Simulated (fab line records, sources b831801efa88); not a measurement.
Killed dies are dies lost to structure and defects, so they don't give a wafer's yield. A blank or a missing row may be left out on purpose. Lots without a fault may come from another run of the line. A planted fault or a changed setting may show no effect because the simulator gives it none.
fab line records | flow sky130
record lots=12 wafers=36 last_day=49
route steps=708 shown NWELL@73 SONOS_ONO@173 POLY_CUT@316 CONTACT@433 PAD_OPEN@708
lots that met no fault: from a run of the same line without faults
start_h: hours from the record's first day to the start of the lot's first wafer shown | wait_h: hours since the lot's step before | " the same as in the row above | L1.1+2: a row that stands for several wafers | - no value, or no start given | * or withheld: withheld | < > ~ a bound
route shown NAME@n: a module of which the file shows steps, and the number in the route of the first | usual: mean/standard deviation of fault-free wafers | same: alike in all rows | chamber/n: place in a boat | sites: the reading at each site | _std_site: their standard deviation | _edge_site: outer sites' mean less inner sites' | radius_mm: how far each site lies from the wafer's centre | mask NAME#n: copy n | behind: the tool/chamber that last shaped the wafer | hold: why the lot was held/for how many hours/how that ended | device: the transistor (n, p or np) that didn't switch | end of line: the same wafers' tests at the end of the route | a step without rows: its recipe alone | killed: dies lost to structure and defects at the first sort, not the wafer's yield | map: a wafer's dies, x killed, . not, _ none there
set.NAME: the setting as run; set.NAME@STEP: as run at that earlier step | model.NAME: the simulator's own value behind a step, which no gauge read
steps of the route over a sample of lots; a table a step, a row a wafer
services: from which hour (start_h, from the record's first day; less than 0 if before it) a tool's chamber was out of use, for how many hours, and why
## steps
# step SKY_NWELL_EXPOSE_20
# recipe mask_id=NWM_COMPLEMENT na=0.6 source_shape=conventional sigma_outer=0.6 polarization=unpolarized target_cd_nm=840 dose_mj=260
# usual stage_vel_mm_s=500.01/0.24
# columns lot.wafer tool chamber start_h wait_h mask stage_vel_mm_s
L384.2 iline_stepper-02 0 88.23 - NWM_COMPLEMENT#0 500.02
L384.3 " 0 " " NWM_COMPLEMENT#0 499.84
L384.4 " 0 " " NWM_COMPLEMENT#0 499.83
L385.2 iline_stepper-02 0 98.49 - NWM_COMPLEMENT#0 499.71
L385.3 " 0 " " NWM_COMPLEMENT#0 499.60
L385.6 " 0 " " NWM_COMPLEMENT#0 500.08
L386.3 iline_stepper-01 0 105.09 - NWM_COMPLEMENT#0 499.69
L386.5 " 0 " " NWM_COMPLEMENT#0 500.07
L386.6 " 0 " " NWM_COMPLEMENT#0 500.38
L387.1 iline_stepper-02 0 112.59 - NWM_COMPLEMENT#0 499.82
L387.2 " 0 " " NWM_COMPLEMENT#0 500.20
L387.4 " 0 " " NWM_COMPLEMENT#0 499.59
L388.2 iline_stepper-02 0 120.09 - NWM_COMPLEMENT#0 500.27
L388.3 " 0 " " NWM_COMPLEMENT#0 500.14
L388.5 " 0 " " NWM_COMPLEMENT#0 500.16
L389.1 iline_stepper-01 0 122.10 - NWM_COMPLEMENT#0 500.31
L389.5 " 0 " " NWM_COMPLEMENT#0 500.16
L389.6 " 0 " " NWM_COMPLEMENT#0 499.59
L390.1 iline_stepper-01 0 127.86 - NWM_COMPLEMENT#0 500.17
L390.3 " 0 " " NWM_COMPLEMENT#0 500.04
L390.5 " 0 " " NWM_COMPLEMENT#0 500.23
L393.1 iline_stepper-01 0 148.14 - NWM_COMPLEMENT#0 500.14
L393.5 " 0 " " NWM_COMPLEMENT#0 500.50
L393.6 " 0 " " NWM_COMPLEMENT#0 499.56
L394.2 iline_stepper-01 0 154.08 - NWM_COMPLEMENT#0 499.64
L394.3 " 0 " " NWM_COMPLEMENT#0 499.85
L394.6 " 0 " " NWM_COMPLEMENT#0 499.61
L396.2 iline_stepper-01 0 167.80 - NWM_COMPLEMENT#0 499.87
L396.3 " 0 " " NWM_COMPLEMENT#0 500.29
L396.5 " 0 " " NWM_COMPLEMENT#0 500.58
L402.1 iline_stepper-02 0 201.00 - NWM_COMPLEMENT#0 500.25
L402.2 " 0 " " NWM_COMPLEMENT#0 500.28
L402.6 " 0 " " NWM_COMPLEMENT#0 500.21
L403.2 iline_stepper-02 0 210.19 - NWM_COMPLEMENT#0 500.14
L403.5 " 0 " " NWM_COMPLEMENT#0 499.98
L403.6 " 0 " " NWM_COMPLEMENT#0 500.18
# step SKY_NWELL_OVL_MEAS_23
# usual NWELL_01_OVL=0.7/1.3
# columns lot.wafer tool chamber start_h wait_h NWELL_01_OVL[nm]
L384.2 overlay-02 - 96.42 - 1.0
L384.3 " - " " -0.5
L384.4 " - " " 2.4
L385.2 overlay-01 - 106.88 - -1.0
L385.3 " - " " 0.5
L385.6 " - " " 0.8
L386.3 overlay-02 - 113.73 - 2.8
L386.5 " - " " 1.4
L386.6 " - " " 2.9
L387.1 overlay-01 - 121.32 - -1.1
L387.2 " - " " 0.2
L387.4 " - " " 1.4
L388.2 overlay-01 - 128.98 - -1.4
L388.3 " - " " -1.2
L388.5 " - " " -0.7
L389.1 overlay-02 - 131.12 - 1.3
L389.5 " - " " 1.8
L389.6 " - " " 0.9
L390.1 overlay-02 - 137.12 - 186.1
L390.3 " - " " 186.5
L390.5 " - " " 188.5
L393.1 overlay-02 - 157.92 - 187.8
L393.5 " - " " 187.9
L393.6 " - " " 186.5
L394.2 overlay-02 - 163.57 - 187.9
L394.3 " - " " 186.3
L394.6 " - " " 186.9
L396.2 overlay-01 - 177.57 - 187.1
L396.3 " - " " 189.3
L396.5 " - " " 188.9
L402.1 overlay-01 - 210.72 - 1.3
L402.2 " - " " 1.8
L402.6 " - " " 1.5
L403.2 overlay-01 - 221.27 - 0.7
L403.5 " - " " -1.0
L403.6 " - " " 0.7
# step SKY_SONOS_ONO_THK_MEAS_05
# recipe reads=SiO2_of_SONOS_ONO_CVD_04
# usual SONOS_ONO_CVD_04_THK=5.13/0.11
# columns lot.wafer tool chamber start_h wait_h SONOS_ONO_CVD_04_THK[nm]
L384.2 film_metro-02 - 243.76 0.0 5.24
L384.3 " - " " 5.36
L384.4 " - " " 5.29
L385.2 film_metro-03 - 257.53 0.0 5.09
L385.3 " - " " 5.18
L385.6 " - " " 5.00
L386.3 film_metro-03 - 265.92 0.0 5.19
L386.5 " - " " 5.17
L386.6 " - " " 5.22
L387.1 film_metro-01 - 278.38 0.0 5.17
L387.2 " - " " 5.12
L387.4 " - " " 5.22
L388.2 film_metro-02 - 284.68 0.0 5.07
L388.3 " - " " 5.12
L388.5 " - " " 5.19
L389.1 film_metro-01 - 288.40 0.0 5.10
L389.5 " - " " 5.23
L389.6 " - " " 5.15
L390.1 film_metro-03 - 296.56 0.0 5.02
L390.3 " - " " 5.07
L390.5 " - " " 4.97
L393.1 film_metro-03 - 323.66 0.0 5.13
L393.5 " - " " 5.20
L393.6 " - " " 5.09
L394.2 film_metro-03 - 330.34 0.0 5.27
L394.3 " - " " 5.18
L394.6 " - " " 5.14
L396.2 film_metro-02 - 351.32 0.0 5.08
L396.3 " - " " 4.99
L396.5 " - " " 4.96
L402.1 film_metro-01 - 392.87 0.0 5.27
L402.2 " - " " 5.29
L402.6 " - " " 5.25
L403.2 film_metro-01 - 408.41 0.0 4.90
L403.5 " - " " 5.00
L403.6 " - " " 4.98
# step SKY_POLY_CUT_OVL_MEAS_09
# usual POLY_CUT_OVL=2/4.8
# columns lot.wafer tool chamber start_h wait_h POLY_CUT_OVL[nm]
L384.2 overlay-02 - 542.10 0.1 9
L384.3 " - " " 12
L384.4 " - " " 8
L385.2 overlay-02 - 559.03 0.1 -3
L385.3 " - " " 0
L385.6 " - " " -7
L386.3 overlay-01 - 567.59 0.1 -3
L386.5 " - " " 0
L386.6 " - " " 0
L387.1 overlay-02 - 583.23 0.1 -9
L387.2 " - " " -1
L387.4 " - " " -4
L388.2 overlay-01 - 591.05 0.1 5
L388.3 " - " " -1
L388.5 " - " " -1
L389.1 overlay-01 - 594.33 0.1 5
L389.5 " - " " 3
L389.6 " - " " 7
L390.1 overlay-02 - 602.83 0.1 -2
L390.3 " - " " -5
L390.5 " - " " -2
L393.1 overlay-01 - 633.88 0.1 9
L393.5 " - " " 1
L393.6 " - " " 7
L394.2 overlay-02 - 640.14 0.1 -1
L394.3 " - " " 1
L394.6 " - " " 9
L396.2 overlay-01 - 659.80 0.1 6
L396.3 " - " " 1
L396.5 " - " " 6
L402.1 overlay-02 - 699.38 0.1 1
L402.2 " - " " -8
L402.6 " - " " 6
L403.2 overlay-02 - 713.19 0.1 0
L403.5 " - " " 3
L403.6 " - " " 2
# step SKY_CONTACT_CMP_27
# recipe stop_on=SiO2 t_overpolish_s=15 down_force_psi=3.5 platen_rpm=60 target_thk_nm=0 pad_velocity_m_s=0.94248
# usual motor_current_A=11.7/1.3 overpolish_run_s=15.000/0.0089 slurry_flow_ml_min=150.0/0.49 time_to_endpoint_s=82/4.3
# same t_overpolish_s=15
# columns lot.wafer tool chamber start_h wait_h motor_current_A overpolish_run_s slurry_flow_ml_min time_to_endpoint_s
L384.3 cmp-01 1 719.75 0.0 10.3 15.010 149.9 82
L384.4 " 2 " " 10.9 14.997 150.2 84
L384.2 " 3 " " 15.0 14.993 149.4 85
L385.2 cmp-02 3 735.59 0.0 12.1 14.998 150.5 81
L385.3 " 2 " " 12.1 14.989 150.3 89
L385.6 " 3 " " 11.9 14.992 149.6 78
L386.3 cmp-01 1 746.08 0.1 10.9 14.994 149.0 81
L386.6 " 0 " " 10.8 15.010 149.7 77
L386.5 " 1 " " 11.6 14.990 149.4 80
L387.4 cmp-01 0 759.75 0.0 11.2 15.000 150.0 75
L387.1 " 1 " " 11.0 15.001 149.6 80
L387.2 " 3 " " 14.9 15.007 150.3 80
L388.2 cmp-02 3 767.09 0.1 11.7 14.990 149.7 78
L388.3 " 1 " " 10.5 14.981 151.0 82
L388.5 " 3 " " 11.2 15.002 148.9 82
L389.1 cmp-02 1 772.05 0.1 11.1 15.017 149.6 84
L389.6 " 1 " " 11.3 14.996 149.9 86
L389.5 " 2 " " 12.3 14.992 149.5 87
L390.3 cmp-01 3 777.40 0.0 15.1 14.992 149.9 82
L390.1 " 0 " " 10.9 14.982 150.1 78
L390.5 " 3 " " 14.8 14.996 149.9 78
L393.1 cmp-02 0 808.25 0.1 11.5 14.996 150.2 88
L393.6 " 0 " " 11.9 14.997 150.2 88
L393.5 " 1 " " 10.9 15.009 150.6 83
L394.2 cmp-02 3 813.49 0.0 12.1 14.987 150.3 80
L394.3 " 2 " " 12.0 14.991 150.0 85
L394.6 " 0 " " 10.6 14.987 149.7 85
L396.3 cmp-02 2 832.68 0.0 12.1 14.999 149.9 91
L396.2 " 1 " " 10.6 15.002 149.6 86
L396.5 " 2 " " 12.0 15.010 151.0 90
L402.1 cmp-01 0 869.81 0.1 10.5 14.984 150.4 72
L402.2 " 2 " " 11.0 15.003 150.9 81
L402.6 " 3 " " 14.8 14.999 150.0 83
L403.2 cmp-01 0 881.65 0.1 10.6 15.001 151.1 80
L403.5 " 3 " " 15.0 14.989 149.2 86
L403.6 " 0 " " 10.9 15.009 150.9 79
# step SKY_PAD_OPEN_PROBE_99
# usual killed_at_M0_to_M3=43/7 killed_at_M4_up=3.0/1.9 killed_at_contacts=24/4.6 killed_at_front_end=15/4.1 killed_at_other=0.3/0.52 killed_dies=84/9.7 killed_open=46/6.9 killed_short=38/6.8
# same gross_dies=492 killed_at_back_side=0
# columns lot.wafer tool chamber start_h wait_h killed_at_M0_to_M3 killed_at_M4_up killed_at_contacts killed_at_front_end killed_at_other killed_dies killed_open killed_short
L390.1 prober-01 - 1108.10 0.1 41 4 24 16 0 85 51 31
L390.3 prober-01 - 1108.20 0.2 41 2 30 17 0 90 51 35
L390.5 prober-01 - 1108.30 0.2 48 4 25 20 1 98 51 43
L393.1 prober-02 - 1130.43 0.1 53 3 27 15 0 98 48 48
L393.5 prober-02 - 1130.63 0.2 47 6 17 19 0 89 44 42
L393.6 prober-02 - 1130.68 0.2 50 3 18 22 0 93 49 43
L394.2 prober-01 - 1133.83 0.1 45 4 37 21 1 108 57 44
L394.3 prober-01 - 1133.88 0.2 48 5 20 21 0 94 53 37
L394.6 prober-01 - 1134.03 0.2 32 4 24 17 0 77 42 31
L396.2 prober-02 - 1145.73 0.1 43 2 30 20 0 95 47 45
L396.3 prober-02 - 1145.78 0.2 55 6 26 18 1 106 47 55
L396.5 prober-02 - 1145.88 0.2 41 3 25 18 1 88 44 36
# killed by level:class
L390.1 CONTACT:geometric_particle:open=12 VIA3:geometric_particle:open=9 VIA1:geometric_particle:open=8 LI_CONTACT:geometric_particle:open=7 VIA1:geometric_particle:short=6 POLY_GATE:geometric_particle:short=4 METAL1:geometric_particle:short=4 VIA3:geometric_particle:short=4
L390.3 VIA1:geometric_particle:open=11 LI_CONTACT:geometric_particle:open=10 CONTACT:geometric_particle:open=10 FIELD_ISO:geometric_particle:short=7 VIA3:geometric_particle:open=6 METAL1:geometric_particle:short=5 VIA2:geometric_particle:open=5 LOCAL_INTERCONNECT:geometric_particle:short=4
L390.5 CONTACT:geometric_particle:open=10 VIA3:geometric_particle:open=8 VIA1:geometric_particle:open=8 VIA2:geometric_particle:open=6 LI_CONTACT:geometric_particle:open=6 VIA1:geometric_particle:short=6 METAL3:geometric_particle:short=6 CONTACT:geometric_particle:short=5
L393.1 VIA1:geometric_particle:open=11 VIA2:geometric_particle:open=10 VIA2:geometric_particle:short=8 METAL1:geometric_particle:short=7 CONTACT:geometric_particle:open=6 CONTACT:geometric_particle:short=6 LOCAL_INTERCONNECT:geometric_particle:short=6 POLY_GATE:geometric_particle:open=4
L393.5 VIA1:geometric_particle:open=10 CONTACT:geometric_particle:open=7 METAL1:geometric_particle:short=6 VIA3:geometric_particle:open=6 FIELD_ISO:geometric_particle:short=5 VIA1:geometric_particle:short=5 VIA3:geometric_particle:short=5 VIA2:geometric_particle:open=4
L393.6 METAL1:geometric_particle:short=9 VIA3:geometric_particle:open=8 LI_CONTACT:geometric_particle:open=8 VIA1:geometric_particle:open=8 FIELD_ISO:geometric_particle:open=7 POLY_GATE:geometric_particle:short=7 VIA2:geometric_particle:open=7 VIA1:geometric_particle:short=6
L394.2 VIA2:geometric_particle:open=14 CONTACT:geometric_particle:open=12 LOCAL_INTERCONNECT:geometric_particle:short=7 LI_CONTACT:geometric_particle:open=7 CONTACT:geometric_particle:short=7 FIELD_ISO:geometric_particle:open=6 METAL1:geometric_particle:short=6 VIA1:geometric_particle:open=6
L394.3 METAL2:geometric_particle:short=10 VIA2:geometric_particle:open=10 CONTACT:geometric_particle:open=9 LI_CONTACT:geometric_particle:open=7 VIA1:geometric_particle:open=6 VIA3:geometric_particle:open=6 POLY_GATE:geometric_particle:open=5 POLY_GATE:geometric_particle:short=4
L394.6 CONTACT:geometric_particle:open=10 VIA1:geometric_particle:open=7 LI_CONTACT:geometric_particle:short=6 LI_CONTACT:geometric_particle:open=5 VIA2:geometric_particle:open=5 METAL2:geometric_particle:short=5 VIA3:geometric_particle:open=4 VIA1:geometric_particle:short=4
L396.2 LI_CONTACT:geometric_particle:open=9 CONTACT:geometric_particle:open=9 FIELD_ISO:geometric_particle:open=7 LOCAL_INTERCONNECT:geometric_particle:short=7 VIA1:geometric_particle:short=7 METAL2:geometric_particle:short=7 VIA2:geometric_particle:open=6 METAL1:geometric_particle:short=6
L396.3 VIA1:geometric_particle:open=15 METAL1:geometric_particle:short=9 CONTACT:geometric_particle:open=7 VIA1:geometric_particle:short=7 METAL2:geometric_particle:short=7 LI_CONTACT:geometric_particle:open=5 LI_CONTACT:geometric_particle:short=5 VIA3:geometric_particle:open=5
L396.5 CONTACT:geometric_particle:open=9 VIA1:geometric_particle:open=9 LI_CONTACT:geometric_particle:open=6 NWELL:overlay=6 LOCAL_INTERCONNECT:geometric_particle:short=5 METAL1:geometric_particle:short=5 VIA2:geometric_particle:open=5 POLY_GATE:geometric_particle:open=4
## services
# columns tool chamber start_h hours kind
iline_stepper-02 - 66.30 15.3 repair
iline_stepper-01 - 67.29 2.7 repair
cmp-01 - 68.00 5.0 pm
cmp-02 - 92.07 12.4 pm
cmp-01 - 121.08 4.8 repair
iline_stepper-02 - 155.54 2.1 pm
iline_stepper-02 - 175.18 11.5 repair
iline_stepper-02 - 186.69 1.7 pm
cmp-01 - 191.29 3.6 repair
iline_stepper-01 - 194.08 6.8 repair
iline_stepper-01 - 214.06 1.7 pm
cmp-01 - 232.00 4.0 pm
cmp-01 - 240.59 0.3 repair
iline_stepper-01 - 264.19 1.9 repair
cmp-01 - 272.68 0.4 repair
cmp-01 - 281.27 0.8 repair
cmp-02 - 310.13 4.9 pm
iline_stepper-01 - 351.91 1.5 repair
iline_stepper-01 - 366.17 2.6 repair
cmp-02 - 388.25 3.3 repair
iline_stepper-02 - 398.29 1.7 pm
cmp-02 - 404.00 4.0 pm
cmp-01 - 404.75 0.4 repair
cmp-01 - 425.24 0.6 repair
## key
first_sign step=SKY_NWELL_OVL_MEAS_23 reading=NWELL_01_OVL direction=up sigmas=99+ usual=0.7 struck=187.5
effect none on later readings
met_at SKY_NWELL_EXPOSE_20
struck_lots L390,L393,L394,L396
tester_left_out L390,L393,L394,L396
not_acting_at SKY_SONOS_ONO_THK_MEAS_05,SKY_POLY_CUT_OVL_MEAS_09,SKY_CONTACT_CMP_27
onset_between 122.10 127.86
fault kind=scanner_matching_overlay tool=iline_stepper-01 chamber=- onset_h=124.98 steps=SKY_NWELL_EXPOSE_20 offset=187.1
# tester_left_out: of these lots the tester's yield and bins aren't shown, on N5 and GAA mostly nor the transistor test; their killed dies are dies lost to structure and defects alone, not to doping, threshold or leakage, so they don't give the yield
